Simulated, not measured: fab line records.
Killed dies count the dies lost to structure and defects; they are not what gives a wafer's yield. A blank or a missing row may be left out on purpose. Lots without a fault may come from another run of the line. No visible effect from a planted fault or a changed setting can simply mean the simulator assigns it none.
One fault seen from 2 desks | flow sky130 | what lay behind the numbers comes last; until then each desk has only its own

## METROLOGY DESK
Means of the sampled wafers that have a number, per lot and without regard to the tool the lot ran on: this is what the gauges read. Any lot whose mean is over 4 standard deviations away from the usual mean is out of limits and marked OUT; that distance is given in the brackets.
Columns: A = SD_P_RS at SKY_SD_N_RS_MEAS_17, usual 147.2 ohm/sq; B = RES_XHIGH_RS at SKY_SD_N_RS_MEAS_18, usual 333.3 ohm/sq
lot  | first seen here | A     | B
L156 | day 28 04:06    | 147.1 | 334.5
L157 | day 28 21:41    | 147.4 | 334.2
L158 | day 29 09:20    | 147.5 | 334.1
L159 | day 29 13:26    | 146.8 | 331.6
L160 | day 29 13:50    | 147.4 | 334.0
L161 | day 30 10:52    | 147.3 | 333.2
L168 | day 32 03:07    | 147.4 | 335.0
L169 | day 32 06:52    | 146.9 | 332.5
L172 | day 33 06:04    | 146.9 | 332.3
L174 | day 34 05:32    | 147.3 | 333.9
L176 | day 34 08:56    | 146.8 | 333.4
L178 | day 35 00:44    | 147.0 | 333.2
Finding of this desk: none of the 12 lots has anything out of limits.

## THE TOOL OWNER'S DESK: litho_track-01
The tool's own readings at SKY_VT_ADJUST_LVTN_COAT_02 (resist thk 3000 nm): means of the sampled wafers that have a number, for each lot that ran on this tool. Any lot whose mean is over 4 standard deviations away from the usual mean is out of limits and marked OUT; that distance is given in the brackets.
Columns: A = resist_line_temp_C at SKY_VT_ADJUST_LVTN_COAT_02, usual 23.02 C
lot  | first seen here | A
L156 | day 6 17:16     | 23.12
L159 | day 7 21:01     | 23.00
L168 | day 9 21:34     | 23.19
L169 | day 10 00:23    | 23.11
Finding of this desk: none of the 4 lots has anything out of limits.

## TAKEN TOGETHER
The metrology desk saw nothing out of limits.
Nothing out of limits was seen by the tool owner's desk.

## WHAT THE SIMULATOR HAD PUT IN
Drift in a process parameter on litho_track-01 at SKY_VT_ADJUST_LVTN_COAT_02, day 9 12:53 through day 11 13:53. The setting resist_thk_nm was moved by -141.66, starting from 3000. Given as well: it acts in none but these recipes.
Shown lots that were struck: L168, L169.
